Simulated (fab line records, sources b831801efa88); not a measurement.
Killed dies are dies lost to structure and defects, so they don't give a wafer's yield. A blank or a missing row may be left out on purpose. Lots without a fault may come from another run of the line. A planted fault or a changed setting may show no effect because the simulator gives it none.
Chamber matching | flow gf180mcu | GF_MIM_CVD_05 on pecvd-02: 3 sister chambers
The step deposits Si3N4, target thk 42 nm, time 29.086 s. 14 wafers are shown with their chamber, then 7 later ones without.

WAFERS WITH THEIR CHAMBER
wafer  | chamber | heater_power_w (W)
L205.3 | 0       | 705
L205.4 | 0       | 687
L205.5 | 1       | 770
L209.2 | 0       | 675
L209.3 | 1       | 787
L209.5 | 1       | 788
L210.2 | 2       | 620
L210.4 | 0       | 639
L210.5 | 2       | 622
L216.1 | 0       | 648
L216.2 | 2       | 633
L216.4 | 2       | 517
L225.3 | 1       | 680
L225.4 | 1       | 681

SIGNATURES (means of the wafers above)
reading        | chamber 0 | chamber 1 | chamber 2 | scatter within a chamber
heater_power_w | 670.80    | 741.20    | 598.00    | 47
Rule: a wafer's distance from a chamber is the root of the sum, over the readings, of the square of ((its reading less the chamber's mean) divided by the reading's scatter). The wafer belongs to the nearest chamber; if the next one is less than 2 further off, it can't be placed. The scatter: the root of (the sum of the squares of (reading less its chamber's mean) over the shown wafers, divided by (wafers less chambers)).

WAFERS WITHOUT THEIR CHAMBER
wafer  | heater_power_w (W)
L225.5 | 588
L226.1 | 690
L226.2 | 762
L226.4 | 508
L227.1 | 747
L227.2 | 697
L227.4 | 607

WHICH CHAMBER EACH WENT THROUGH
wafer  | from the rows above          | in truth
L225.5 | can't be placed: 2 or 0      | 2
L226.1 | can't be placed: 0 or 1 or 2 | 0
L226.2 | can't be placed: 1 or 0      | 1
L226.4 | can't be placed: 2 or 0      | 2
L227.1 | can't be placed: 1 or 0      | 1
L227.2 | can't be placed: 0 or 1 or 2 | 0
L227.4 | can't be placed: 2 or 0      | 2
Placed correctly: 0 of 7. Can't be placed from these rows: 7 (the true chamber is among the candidates in 7). Placed wrongly: 0.
